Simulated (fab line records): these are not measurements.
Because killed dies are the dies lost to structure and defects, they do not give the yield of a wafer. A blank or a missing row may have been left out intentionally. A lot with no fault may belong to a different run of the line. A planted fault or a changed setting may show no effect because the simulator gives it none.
Which tool was responsible?	flow gf180mcu	Sampling: 7 lots, 21 wafers, 3 of 602 route steps

== WHAT THE GAUGES READ, wafer by wafer ==
GF_M4_RS_MEAS_05: the measuring method here is four-point-probe.
lot	measured	on	M4_ALCU_RS (ohm/sq)
L463	day 23 19:52	filmMetro-04	0.0693 0.0683 0.0688
L465	day 24 16:17	filmMetro-01	0.0686 0.0691 0.0692
L468	day 25 21:23	filmMetro-02	0.0692 0.0691 0.0692
L470	day 26 07:35	filmMetro-02	0.0695 0.0696 0.0707
L473	day 27 03:40	filmMetro-02	0.0693 0.0696 0.0694
L476	day 28 03:28	filmMetro-01	0.0706 0.0708 0.0707
L482	day 29 16:22	filmMetro-01	0.0693 0.0693 0.0691

== EACH LOT AND THE TOOL THAT RAN IT (in order: tool; ch and the chambers of the sampled wafers; start) ==
lot	GF_STI_WET_ETCH_17	GF_V3_SPUTTER_22
L463	wetBench-02 ch 1, day 2 21:50	pvdSputter-04, day 23 19:01
L465	wetBench-03 ch 2, day 3 08:02	pvdSputter-03, day 24 15:25
L468	wetBench-03 ch 1, day 4 02:35	pvdSputter-04, day 25 20:31
L470	wetBench-02 ch 3, day 4 10:08	pvdSputter-03, day 26 06:44
L473	wetBench-03 ch 3, day 5 02:02	pvdSputter-03, day 27 02:47
L476	wetBench-03 ch 2, day 5 17:32	pvdSputter-03, day 28 02:37
L482	wetBench-01 ch 2, day 7 00:20	pvdSputter-04, day 29 14:48
- GF_STI_WET_ETCH_17: etches Si3N4 in H3PO4, target depth 45 nm, time 514 s.
- GF_V3_SPUTTER_22: material TiN, target thk 10 nm, time 40 s.

== THE ANSWER, worked out from the rows above alone ==
Rule: usual is defined by the lots themselves. Put in order of their means at a reading, lots are off if they are a third of the lots or fewer, leave a main group of 4 or more, and stand apart from it by a gap of 3 or more times the standard deviation of the main group's means; of several such gaps the widest counts. The tables above print the reading to a certain number of digits; a main group whose means all agree to those digits is not used. Also off: a lot with no number at a reading for which 4 or more lots have one. Where the step has rows for the other lots, those lots are counted as sound.
No lot is off on any of the readings shown, so nothing can be concluded from this.

== WHAT THE SIMULATOR HAD PUT IN ==
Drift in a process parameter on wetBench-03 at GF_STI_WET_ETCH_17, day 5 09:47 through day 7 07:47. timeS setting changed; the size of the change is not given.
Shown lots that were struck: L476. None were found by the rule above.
